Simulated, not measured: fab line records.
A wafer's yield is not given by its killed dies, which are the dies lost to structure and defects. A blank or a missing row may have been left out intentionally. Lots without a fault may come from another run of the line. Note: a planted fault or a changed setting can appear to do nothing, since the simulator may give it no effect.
Matching of chambers / flow gf180mcu / GF_V1_CMP_04 on cmp-02: 4 sister chambers
The step polishes SiO2. 18 wafers are shown with their chamber, then 9 later ones without.

WAFERS, EACH WITH ITS CHAMBER
wafer=L528.1; chamber=0; motorCurrentA (A)=11.1; timeToEndpointS (s)=82
wafer=L528.3; chamber=2; motorCurrentA (A)=13.1; timeToEndpointS (s)=82
wafer=L528.5; chamber=0; motorCurrentA (A)=11.1; timeToEndpointS (s)=91
wafer=L530.2; chamber=0; motorCurrentA (A)=11.1; timeToEndpointS (s)=77
wafer=L530.3; chamber=2; motorCurrentA (A)=13.4; timeToEndpointS (s)=74
wafer=L530.4; chamber=3; motorCurrentA (A)=12.1; timeToEndpointS (s)=82
wafer=L531.1; chamber=2; motorCurrentA (A)=14.0; timeToEndpointS (s)=69
wafer=L531.2; chamber=0; motorCurrentA (A)=11.3; timeToEndpointS (s)=77
wafer=L531.3; chamber=1; motorCurrentA (A)=13.9; timeToEndpointS (s)=77
wafer=L535.2; chamber=0; motorCurrentA (A)=11.3; timeToEndpointS (s)=70
wafer=L535.3; chamber=2; motorCurrentA (A)=13.8; timeToEndpointS (s)=96
wafer=L535.5; chamber=2; motorCurrentA (A)=14.1; timeToEndpointS (s)=95
wafer=L536.3; chamber=2; motorCurrentA (A)=14.1; timeToEndpointS (s)=95
wafer=L536.4; chamber=1; motorCurrentA (A)=14.5; timeToEndpointS (s)=81
wafer=L536.6; chamber=2; motorCurrentA (A)=14.5; timeToEndpointS (s)=98
wafer=L537.2; chamber=0; motorCurrentA (A)=10.9; timeToEndpointS (s)=66
wafer=L537.4; chamber=1; motorCurrentA (A)=14.5; timeToEndpointS (s)=74
wafer=L537.6; chamber=2; motorCurrentA (A)=14.3; timeToEndpointS (s)=100

SIGNATURES (averages over the wafers above)
reading=motorCurrentA; chamber 0=11.133; chamber 1=14.300; chamber 2=13.912; chamber 3=12.100; scatter within a chamber=0.365
reading=timeToEndpointS; chamber 0=77.17; chamber 1=77.33; chamber 2=88.62; chamber 3=82.00; scatter within a chamber=10
Rule: for a wafer and a chamber, the distance is found by dividing, reading by reading, the gap between the wafer's reading and the chamber's mean by the reading's scatter, squaring, summing and taking the root. If the next closest chamber is less than 2 further off than the closest, the wafer can't be placed; otherwise it belongs to the closest. The scatter: the root of (the sum of the squares of (reading less its chamber's mean) over the shown wafers, divided by (wafers less chambers)).

WAFERS MISSING THEIR CHAMBER
wafer=L544.3; motorCurrentA (A)=11.8; timeToEndpointS (s)=70
wafer=L544.5; motorCurrentA (A)=13.7; timeToEndpointS (s)=72
wafer=L544.6; motorCurrentA (A)=15.3; timeToEndpointS (s)=73
wafer=L547.1; motorCurrentA (A)=12.4; timeToEndpointS (s)=77
wafer=L547.5; motorCurrentA (A)=14.6; timeToEndpointS (s)=84
wafer=L547.6; motorCurrentA (A)=11.7; timeToEndpointS (s)=75
wafer=L550.3; motorCurrentA (A)=14.9; timeToEndpointS (s)=76
wafer=L550.4; motorCurrentA (A)=12.1; timeToEndpointS (s)=79
wafer=L550.5; motorCurrentA (A)=11.6; timeToEndpointS (s)=81

THE CHAMBER EACH PASSED THROUGH
wafer=L544.3; from the rows above=can't be placed: 3 or 0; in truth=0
wafer=L544.5; from the rows above=can't be placed: 1 or 2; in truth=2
wafer=L544.6; from the rows above=can't be placed: 1 or 2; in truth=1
wafer=L547.1; from the rows above=3; in truth=3
wafer=L547.5; from the rows above=can't be placed: 1 or 2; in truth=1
wafer=L547.6; from the rows above=can't be placed: 3 or 0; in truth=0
wafer=L550.3; from the rows above=can't be placed: 1 or 2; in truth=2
wafer=L550.4; from the rows above=3; in truth=3
wafer=L550.5; from the rows above=can't be placed: 0 or 3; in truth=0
2 of 9 placed correctly. Cannot be placed on the basis of these rows: 7; the candidates contain the true chamber in 7. 0 placed wrongly.
